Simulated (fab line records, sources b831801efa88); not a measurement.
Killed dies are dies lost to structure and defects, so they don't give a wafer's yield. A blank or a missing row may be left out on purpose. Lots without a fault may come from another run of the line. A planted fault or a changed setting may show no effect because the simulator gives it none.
Which tool did it? | flow gf180mcu | 12 lots, 36 wafers sampled, at 5 steps of a route of 602

WHAT THE GAUGES READ, wafer by wafer
GF_V3_BOW_MEAS_05.
lot  | measured     | on            | V3_BOW (um)
L611 | day 21 19:12 | film_metro-03 | 131 124 124
L612 | day 22 04:12 | film_metro-04 | 116 106 113
L613 | day 22 13:25 | film_metro-02 | 125 126 130
L616 | day 23 23:33 | film_metro-03 | 113 107 118
L617 | day 24 03:56 | film_metro-02 | 108 124 115
L618 | day 24 19:34 | film_metro-02 | 117 119 117
L619 | day 25 01:27 | film_metro-03 | 120 113 105
L620 | day 25 05:45 | film_metro-04 | 125 124 130
L621 | day 25 12:13 | film_metro-04 | 121 127 129
L631 | day 28 09:06 | film_metro-03 | 109 113 115
L632 | day 28 15:29 | film_metro-03 | 121 117 111
L633 | day 29 08:25 | film_metro-02 | 119 120 116

GF_V3_THK_MEAS_25: measures by xrf.
lot  | measured     | on            | V3_W_THK (nm)
L611 | day 22 20:06 | film_metro-03 | 353 357 349
L612 | day 23 04:44 | film_metro-04 | 359 361 361
L613 | day 23 13:29 | film_metro-03 | 355 356 361
L616 | day 24 22:37 | film_metro-02 | 353 352 353
L617 | day 25 03:03 | film_metro-02 | 358 346 356
L618 | day 25 18:18 | film_metro-02 | 358 355 360
L619 | day 25 23:44 | film_metro-02 | 355 362 362
L620 | day 26 04:34 | film_metro-03 | 360 362 361
L621 | day 26 10:13 | film_metro-02 | 365 369 364
L631 | day 29 05:55 | film_metro-04 | 362 364 357
L632 | day 29 11:41 | film_metro-02 | 346 350 344
L633 | day 30 04:16 | film_metro-04 | 360 355 361

GF_V4_THK_MEAS_01.
lot  | measured     | on            | V4_CVD_00_THK (nm)
L611 | day 23 20:05 | film_metro-04 | 606 607 610
L612 | day 24 05:24 | film_metro-01 | 598 591 597
L613 | day 24 13:13 | film_metro-04 | 598 606 607
L616 | day 25 20:56 | film_metro-02 | 596 601 586
L617 | day 26 01:19 | film_metro-01 | 602 605 596
L618 | day 26 16:36 | film_metro-04 | 597 598 604
L619 | day 26 22:01 | film_metro-04 | 596 600 595
L620 | day 27 02:33 | film_metro-02 | 298 597 292
L621 | day 27 08:10 | film_metro-01 | 591 596 593
L631 | day 30 02:04 | film_metro-01 | 597 608 605
L632 | day 30 07:47 | film_metro-02 | 597 597 597
L633 | day 30 23:53 | film_metro-02 | 602 597 592

WHICH TOOL RAN EACH LOT (tool, then ch and the chambers of the sampled wafers, then the start)
lot  | GF_V3_ETCH_16                      | GF_V4_CVD_00
L611 | rie_diel-02 ch 2,3, day 22 19:04   | hdpcvd-01 ch 1,2, day 23 20:00
L612 | rie_diel-02 ch 0,3, day 23 03:41   | hdpcvd-02 ch 0,1,2, day 24 05:20
L613 | rie_diel-03 ch 0,1, day 23 12:29   | hdpcvd-02 ch 0,1, day 24 13:09
L616 | rie_diel-02 ch 0,1, day 24 21:37   | hdpcvd-02 ch 0,1, day 25 20:52
L617 | rie_diel-02 ch 1,2,3, day 25 02:02 | hdpcvd-02 ch 1,2, day 26 01:14
L618 | rie_diel-02 ch 0,1,2, day 25 17:17 | hdpcvd-02 ch 0,1,2, day 26 16:31
L619 | rie_diel-03 ch 0,1, day 25 22:43   | hdpcvd-02 ch 0,1, day 26 21:55
L620 | rie_diel-03 ch 0,1,3, day 26 03:32 | hdpcvd-02 ch 0,2, day 27 02:28
L621 | rie_diel-03 ch 0,1, day 26 09:07   | hdpcvd-01 ch 0,2, day 27 08:05
L631 | rie_diel-02 ch 0,1,3, day 29 04:53 | hdpcvd-01 ch 1,2, day 30 02:00
L632 | rie_diel-01 ch 1,3, day 29 10:38   | hdpcvd-01 ch 0,1, day 30 07:41
L633 | rie_diel-02 ch 0,1,3, day 30 03:14 | hdpcvd-01 ch 0,1, day 30 23:47
- GF_V3_ETCH_16: etches BARC in N2/H2.
- GF_V4_CVD_00: deposits SiO2, target thk 600 nm, time 100 s.

WHAT THE TOOLS THEMSELVES READ (means of the sampled wafers that have a number; where no wafer has one, the mark that the record gives instead)
GF_V3_ETCH_16.
lot  | tool        | chamber_pressure_mTorr (mTorr) | drypump_motor_current_A (A) | oes_product_au (a.u.) | rf_fwd_power_W (W) | throttle_valve_pct (%)
L611 | rie_diel-02 | 29.99                          | 5.0                         | 0.858                 | 497.0              | 13.224
L612 | rie_diel-02 | 29.99                          | 5.0                         | 0.852                 | 496.5              | 13.227
L613 | rie_diel-03 | 30.02                          | 5.6                         | 0.853                 | 492.1              | 13.229
L616 | rie_diel-02 | 30.01                          | 5.8                         | 0.856                 | 496.6              | 13.225
L617 | rie_diel-02 | 30.01                          | 5.4                         | 0.857                 | 495.8              | 13.224
L618 | rie_diel-02 | 29.93                          | 5.4                         | 0.853                 | 494.7              | 13.230
L619 | rie_diel-03 | 29.99                          | 5.6                         | 0.853                 | 491.3              | 13.228
L620 | rie_diel-03 | 29.98                          | 5.6                         | 0.850                 | 492.3              | 13.239
L621 | rie_diel-03 | 30.02                          | 5.6                         | 0.854                 | 492.5              | 13.229
L631 | rie_diel-02 | 30.03                          | 5.4                         | 0.850                 | 497.2              | 13.224
L632 | rie_diel-01 | 30.01                          | 6.0                         | 0.851                 | 495.6              | 13.225
L633 | rie_diel-02 | 30.03                          | 5.4                         | 0.855                 | 495.5              | 13.237

GF_V4_CVD_00.
lot  | tool      | sih4_flow_sccm (sccm)
L611 | hdpcvd-01 | 60.11
L612 | hdpcvd-02 | 59.77
L613 | hdpcvd-02 | 60.13
L616 | hdpcvd-02 | 60.05
L617 | hdpcvd-02 | 60.12
L618 | hdpcvd-02 | 59.87
L619 | hdpcvd-02 | 59.98
L620 | hdpcvd-02 | 39.92
L621 | hdpcvd-01 | 60.18
L631 | hdpcvd-01 | 60.05
L632 | hdpcvd-01 | 60.11
L633 | hdpcvd-01 | 59.96

THE ANSWER, worked out from the rows above alone
Rule: what is usual is taken from the lots themselves. Put in order of their means at a reading, lots are off if they are a third of the lots or fewer, leave a main group of 4 or more, and stand apart from it by a gap of 3 or more times the standard deviation of the main group's means; of several such gaps the widest counts. A main group whose means are all the same, to the digits that the tables above print for the reading, isn't used. A lot without any number at a reading at which 4 lots or more have one is off too. The other lots that the step has rows for count as sound. The gauges are gone through in route order, then the tools' own readings, and for those a lot's mean is taken as printed above. The first step at which some lot is off is used, and at that step the reading that is off furthest; a lot without a number counts as furthest.
Off: L620, at GF_V4_THK_MEAS_01 (V4_CVD_00_THK). The main group: mean 599 nm, standard deviation 4.3.
A tool fits if, at a process step before that reading, it ran every lot that is off, and no sound lot after the first of them. The gauges at GF_V4_THK_MEAS_01 aren't tried: what is off there is off at GF_V3_ETCH_16 too, on other tools, and a gauge's error can't cause that. One fits: hdpcvd-02 at GF_V4_CVD_00. Its last sound lot is L619 (day 26 21:55), its first lot that is off L620 (day 27 02:28): a fault that began between those two fits.
The tool's own readings at GF_V4_CVD_00 bear it out: on the lots that are off they differ by more than 5 times the standard deviation of the sound lots' means. sih4_flow_sccm reads 39.92 sccm there against 60.03 sccm on the sound lots.

WHAT THE SIMULATOR HAD PUT IN
Process parameter drift: hdpcvd-02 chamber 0, from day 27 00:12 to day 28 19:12, at GF_V4_CVD_00. Setting sih4_flow_sccm, moved by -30, from 60. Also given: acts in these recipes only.
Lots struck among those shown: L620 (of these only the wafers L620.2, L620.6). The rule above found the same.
